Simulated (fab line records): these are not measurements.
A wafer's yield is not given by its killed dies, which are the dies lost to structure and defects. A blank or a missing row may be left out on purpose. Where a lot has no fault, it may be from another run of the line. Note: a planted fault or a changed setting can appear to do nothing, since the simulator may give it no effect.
fab line records    flow gf180mcu
[record] lots = 13  wafers = 39  lastDay = 34
route steps=602 shown HV_LDD@185 V1@361 V3@434
lots that met no fault: taken from a fault-free run of the same line
startH: hours from the record's first day to the start of the lot's first wafer shown    waitH: time in hours since the lot's previous step    " unchanged from the row above    L1.1+2: a single row standing in for several wafers    - value missing, or start not given    * or withheld: withheld    < > ~ a bound
route shown NAME@n: a module of which the file shows steps, and the number in the route of the first    usual: average and standard deviation across the fault-free wafers    same: alike in all rows    chamber/n: place in a boat    sites: per-site readings    _std_site: the values' standard deviation    _edge_site: mean of outer sites minus mean of inner sites    radiusMm: for every site, how far away it sits from the centre of the wafer    mask NAME#n: copy n    behind: the most recent tool/chamber to have shaped the wafer    hold: cause of the lot's hold/its duration in hours/its outcome    device: the transistor (n, p or np) that didn't switch    end of line: tests of these same wafers at the route's end    a step without rows: its recipe alone    killed: the dies lost at the first sort to structure and to defects; this is not the yield of the wafer    map: dies across one wafer; x = killed, . = not, _ = none there
set.NAME: the run value of the setting; set.NAME@STEP: its run value at that earlier step    model.NAME: the simulator's own value behind a step, which no gauge read
one table for each step of the route and one row for each wafer, over a sample of lots
services: when a tool's chamber went out of use (startH, in hours from the record's first day, below 0 if earlier), for how many hours, and the reason
[[steps]]
[step GF_HV_LDD_IMPLANT_09]
[recipe] species = As  energyKev = 40  doseCm2 = 1e+14  tiltDeg = 7
[usual] beamEnergyKeV = 39.999/0.013
lot.wafer  tool          chamber  startH  waitH  beamEnergyKeV
L618.2     implanter-03  0        223.15  0.0    40.000
L618.3     "             0        "       "      39.993
L618.4     "             0        "       "      39.982
L619.1     implanter-01  0        232.58  0.0    39.999
L619.5     "             0        "       "      40.003
L619.6     "             0        "       "      39.996
L621.2     implanter-01  0        247.25  0.0    39.995
L621.4     "             0        "       "      39.992
L621.6     "             0        "       "      40.004
L622.2     implanter-04  0        263.22  0.0    40.003
L622.5     "             0        "       "      39.994
L622.6     "             0        "       "      40.002
L627.3     implanter-03  0        294.48  0.1    40.010
L627.5     "             0        "       "      39.999
L627.6     "             0        "       "      39.991
L629.1     implanter-01  0        311.19  0.0    39.998
L629.5     "             0        "       "      40.003
L629.6     "             0        "       "      39.994
L630.1     implanter-01  0        317.78  0.0    40.013
L630.5     "             0        "       "      40.003
L630.6     "             0        "       "      40.030
L631.3     implanter-04  0        322.14  0.1    39.998
L631.4     "             0        "       "      40.002
L631.6     "             0        "       "      39.998
L632.1     implanter-03  0        335.69  0.0    39.979
L632.5     "             0        "       "      39.986
L632.6     "             0        "       "      39.984
L633.3     implanter-03  0        342.93  0.1    39.988
L633.5     "             0        "       "      39.990
L633.6     "             0        "       "      39.975
L637.2     implanter-03  0        364.23  0.0    39.984
L637.5     "             0        "       "      39.979
L637.6     "             0        "       "      39.991
L639.1     implanter-03  0        386.87  0.0    40.005
L639.4     "             0        "       "      40.011
L639.5     "             0        "       "      40.015
L640.1     implanter-01  0        390.73  0.0    40.029
L640.4     "             0        "       "      40.011
L640.5     "             0        "       "      40.006
[step GF_HV_LDD_TW_MEAS_11]
[usual] HV_LDD_TW = 2390/19
lot.wafer  tool          chamber  startH  waitH  HV_LDD_TW
L618.2     filmMetro-01  -        223.39  0.1    2385
L618.3     "             -        "       "      2387
L618.4     "             -        "       "      2402
L619.1     filmMetro-01  -        232.83  0.1    2385
L619.5     "             -        "       "      2404
L619.6     "             -        "       "      2406
L621.2     filmMetro-04  -        247.49  0.1    2378
L621.4     "             -        "       "      2370
L621.6     "             -        "       "      2366
L622.2     filmMetro-04  -        263.46  0.1    2375
L622.5     "             -        "       "      2358
L622.6     "             -        "       "      2366
L627.3     filmMetro-01  -        294.70  0.1    2410
L627.5     "             -        "       "      2401
L627.6     "             -        "       "      2408
L629.1     filmMetro-02  -        311.44  0.1    2320
L629.5     "             -        "       "      2331
L629.6     "             -        "       "      2330
L630.1     filmMetro-02  -        318.03  0.1    2329
L630.5     "             -        "       "      2341
L630.6     "             -        "       "      2336
L631.3     filmMetro-01  -        322.36  0.1    2380
L631.4     "             -        "       "      2404
L631.6     "             -        "       "      2417
L632.1     filmMetro-01  -        335.94  0.1    2411
L632.5     "             -        "       "      2404
L632.6     "             -        "       "      2415
L633.3     filmMetro-01  -        343.15  0.1    2403
L633.5     "             -        "       "      2407
L633.6     "             -        "       "      2416
L637.2     filmMetro-01  -        364.46  0.1    2408
L637.5     "             -        "       "      2403
L637.6     "             -        "       "      2403
L639.1     filmMetro-02  -        387.12  0.1    2397
L639.4     "             -        "       "      2394
L639.5     "             -        "       "      2393
L640.1     filmMetro-04  -        390.98  0.1    2367
L640.4     "             -        "       "      2369
L640.5     "             -        "       "      2368
[step GF_HV_LDD_RS_MEAS_53]
[recipe] thkMeasGauge = four-point-probe
[usual] HV_LDD_RS = 418.1/0.88
lot.wafer  tool          chamber  startH  waitH  HV_LDD_RS[ohm/sq]
L618.2     filmMetro-04  -        279.50  0.1    418.8
L618.3     "             -        "       "      418.7
L618.4     "             -        "       "      419.2
L619.1     filmMetro-04  -        289.98  0.1    419.0
L619.5     "             -        "       "      417.7
L619.6     "             -        "       "      417.7
L621.2     filmMetro-01  -        306.27  0.1    417.9
L621.4     "             -        "       "      417.4
L621.6     "             -        "       "      417.8
L622.2     filmMetro-04  -        324.25  0.1    417.2
L622.5     "             -        "       "      417.6
L622.6     "             -        "       "      417.5
L627.3     filmMetro-02  -        358.34  0.1    417.8
L627.5     "             -        "       "      418.2
L627.6     "             -        "       "      417.7
L629.1     filmMetro-02  -        375.56  0.1    434.5
L629.5     "             -        "       "      433.2
L629.6     "             -        "       "      435.3
L630.1     filmMetro-04  -        387.18  0.1    434.3
L630.5     "             -        "       "      434.3
L630.6     "             -        "       "      435.5
L631.3     filmMetro-01  -        389.35  0.1    419.1
L631.4     "             -        "       "      419.8
L631.6     "             -        "       "      418.0
L632.1     filmMetro-04  -        403.25  0.1    418.5
L632.5     "             -        "       "      418.8
L632.6     "             -        "       "      418.4
L633.3     filmMetro-02  -        412.02  0.1    417.0
L633.5     "             -        "       "      417.2
L633.6     "             -        "       "      417.6
L637.2     filmMetro-02  -        436.32  0.1    416.7
L637.5     "             -        "       "      418.6
L637.6     "             -        "       "      416.9
L639.1     filmMetro-02  -        458.30  0.1    416.6
L639.4     "             -        "       "      416.0
L639.5     "             -        "       "      416.2
L640.1     filmMetro-04  -        464.53  0.1    419.7
L640.4     "             -        "       "      418.6
L640.5     "             -        "       "      418.4
[step GF_V1_CMP_26]
[recipe] stopOn = SiO2  downForcePsi = 3.5  platenRpm = 60  tOverpolishS = 15  targetThkNm = 0  padVelocityMS = 0.94248
[usual] motorCurrentA = 11.0/1.3  overpolishRunS = 14.999/0.0093  timeToEndpointS = 87/3.8
lot.wafer  tool    chamber  startH  waitH  motorCurrentA  overpolishRunS  timeToEndpointS
L618.3     cmp-02  0        418.27  0.0    12.7           15.008          90
L618.2     "       2        "       "      10.1           15.000          97
L618.4     "       3        "       "      11.9           15.001          92
L619.1     cmp-02  0        429.73  0.1    12.6           15.020          84
L619.5     "       3        "       "      11.8           14.999          91
L619.6     "       0        "       "      12.8           14.994          82
L621.2     cmp-02  0        448.45  0.1    12.3           15.008          86
L621.4     "       1        "       "      9.1            14.991          90
L621.6     "       3        "       "      11.6           15.008          89
L622.2     cmp-01  3        471.84  0.1    12.9           14.990          88
L622.5     "       2        "       "      11.4           15.008          84
L622.6     "       3        "       "      12.3           15.005          89
L627.3     cmp-01  3        511.70  0.0    13.0           14.992          91
L627.6     "       3        "       "      12.7           14.998          88
L627.5     "       0        "       "      10.0           14.987          86
L629.1     cmp-01  2        525.76  0.1    11.2           15.007          85
L629.6     "       2        "       "      10.8           14.992          89
L629.5     "       3        "       "      12.2           14.993          89
L630.1     cmp-01  0        539.61  0.1    9.3            14.998          84
L630.5     "       3        "       "      12.3           15.002          93
L630.6     "       0        "       "      9.6            14.997          85
L631.3     cmp-01  2        540.72  0.1    11.3           14.999          85
L631.4     "       3        "       "      12.9           14.988          86
L631.6     "       1        "       "      12.1           15.001          82
L632.1     cmp-01  0        553.43  0.1    9.2            14.992          84
L632.5     "       0        "       "      9.0            14.985          82
L632.6     "       1        "       "      11.0           14.997          89
L633.3     cmp-02  2        565.88  0.2    10.2           14.991          83
L633.6     "       3        "       "      11.7           15.004          84
L633.5     "       0        "       "      13.0           15.014          80
L637.2     cmp-02  3        583.41  0.0    11.6           14.988          85
L637.5     "       3        "       "      11.1           14.996          84
L637.6     "       0        "       "      12.7           14.995          78
L639.4     cmp-01  0        604.37  0.0    9.4            14.996          84
L639.1     "       3        "       "      12.3           15.008          87
L639.5     "       1        "       "      11.9           14.997          85
L640.1     cmp-02  2        608.58  0.1    9.9            14.998          86
L640.4     "       3        "       "      11.3           14.990          81
L640.5     "       3        "       "      12.1           14.996          80
[step GF_V3_BOW_MEAS_05]
[recipe] mode = bow
[usual] V3_BOW = 117/8
lot.wafer  tool          chamber  startH  waitH  V3_BOW[um]
L618.2     filmMetro-03  -        496.26  0.2    118
L618.3     "             -        "       "      122
L618.4     "             -        "       "      122
L619.1     filmMetro-03  -        505.86  0.1    110
L619.5     "             -        "       "      103
L619.6     "             -        "       "      108
L621.2     filmMetro-02  -        524.49  0.3    114
L621.4     "             -        "       "      128
L621.6     "             -        "       "      128
L622.2     filmMetro-02  -        547.62  0.2    118
L622.5     "             -        "       "      126
L622.6     "             -        "       "      120
L627.3     filmMetro-01  -        584.88  0.2    118
L627.5     "             -        "       "      115
L627.6     "             -        "       "      117
L629.1     filmMetro-01  -        597.21  0.2    104
L629.5     "             -        "       "      111
L629.6     "             -        "       "      106
L630.1     filmMetro-01  -        608.38  0.2    120
L630.5     "             -        "       "      102
L630.6     "             -        "       "      112
L631.3     filmMetro-03  -        609.79  0.2    125
L631.4     "             -        "       "      120
L631.6     "             -        "       "      118
L632.1     filmMetro-02  -        622.33  0.2    100
L632.5     "             -        "       "      102
L632.6     "             -        "       "      113
L633.3     filmMetro-03  -        632.84  0.2    111
L633.5     "             -        "       "      108
L633.6     "             -        "       "      119
L637.2     filmMetro-01  -        649.71  0.2    127
L637.5     "             -        "       "      108
L637.6     "             -        "       "      126
L639.1     filmMetro-02  -        669.38  0.1    119
L639.4     "             -        "       "      127
L639.5     "             -        "       "      123
L640.1     filmMetro-03  -        673.10  0.2    124
L640.4     "             -        "       "      115
L640.5     "             -        "       "      108
[step GF_V3_CVD_23]
[recipe] material = W  targetThkNm = 350  timeS = 104.9  tempC = 400  pressureTorr = 40
[usual] heaterPowerW = 898/46
lot.wafer  tool     chamber  startH  waitH  heaterPowerW
L618.2     cvdW-01  1        520.98  0.0    890
L618.3     "        1        "       "      909
L618.4     "        0        "       "      948
L619.1     cvdW-01  1        530.54  0.0    913
L619.5     "        0        "       "      909
L619.6     "        1        "       "      943
L621.2     cvdW-01  0        548.13  0.0    921
L621.4     "        1        "       "      918
L621.6     "        0        "       "      902
L622.2     cvdW-02  0        571.01  0.0    803
L622.5     "        0        "       "      798
L622.6     "        1        "       "      891
L627.3     cvdW-02  1        606.74  0.1    882
L627.5     "        0        "       "      788
L627.6     "        1        "       "      893
L629.1     cvdW-01  0        619.26  0.0    924
L629.5     "        1        "       "      922
L629.6     "        0        "       "      929
L630.1     cvdW-01  0        630.13  0.0    930
L630.5     "        0        "       "      908
L630.6     "        1        "       "      924
L631.3     cvdW-02  0        631.65  0.1    806
L631.4     "        1        "       "      906
L631.6     "        1        "       "      879
L632.1     cvdW-01  1        643.52  0.0    955
L632.5     "        0        "       "      916
L632.6     "        1        "       "      914
L633.3     cvdW-01  1        653.95  0.1    933
L633.5     "        1        "       "      901
L633.6     "        0        "       "      911
L637.2     cvdW-02  0        670.46  0.0    813
L637.5     "        0        "       "      813
L637.6     "        1        "       "      892
L639.1     cvdW-01  0        689.36  0.0    941
L639.4     "        1        "       "      923
L639.5     "        1        "       "      933
L640.1     cvdW-02  1        692.76  0.0    899
L640.4     "        0        "       "      800
L640.5     "        1        "       "      903
[[services]]
tool          chamber  startH  hours  kind
cmp-02        -        209.55  1.2    repair
cmp-02        -        218.18  0.8    repair
cmp-01        -        232.00  4.0    pm
cmp-01        -        246.87  0.4    repair
cmp-01        -        249.17  0.9    repair
cmp-02        -        287.23  1.3    repair
implanter-03  -        288.42  2.3    pm
cmp-02        -        305.10  4.6    pm
cmp-01        -        306.76  0.7    repair
cmp-02        -        322.38  8.0    pm
cmp-01        -        328.76  4.2    repair
cmp-01        -        338.00  8.5    pm
cmp-01        -        372.44  1.4    repair
cmp-02        -        392.62  4.3    repair
cmp-02        -        404.00  4.0    pm
cvdW-01       -        443.19  2.8    pm
cmp-01        -        457.91  0.2    repair
cvdW-01       -        461.11  6.9    pm
cmp-01        -        495.92  1.0    repair
cmp-01        -        572.17  4.0    pm
cvdW-01       -        593.45  1.2    repair
cmp-01        -        608.52  1.7    repair
cmp-01        -        622.43  6.0    repair
cmp-01        -        654.13  6.1    pm
[[key]]
[firstSign] step = GF_HV_LDD_TW_MEAS_11  reading = HV_LDD_TW  direction = down  sigmas = 3.1  usual = 2390  struck = 2331
[effect] step = GF_HV_LDD_RS_MEAS_53  reading = HV_LDD_RS  direction = up  sigmas = 19  usual = 418.1  struck = 434.5
metAt GF_HV_LDD_IMPLANT_09
struckLots L629,L630
testerLeftOut L629,L630
notActingAt GF_V1_CMP_26,GF_V3_BOW_MEAS_05,GF_V3_CVD_23
onsetBetween 247.25 311.19
[fault] kind = processParameterDrift  tool = implanter-01  chamber = -  onsetH = 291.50  steps = GF_HV_LDD_IMPLANT_09  channel = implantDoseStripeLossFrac  offset = 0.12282  shape = step  endH = 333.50
// testerLeftOut: of these lots the tester's yield and bins aren't shown, on N5 and GAA mostly nor the transistor test; their killed dies are dies lost to structure and defects alone, not to doping, threshold or leakage, so they don't give the yield
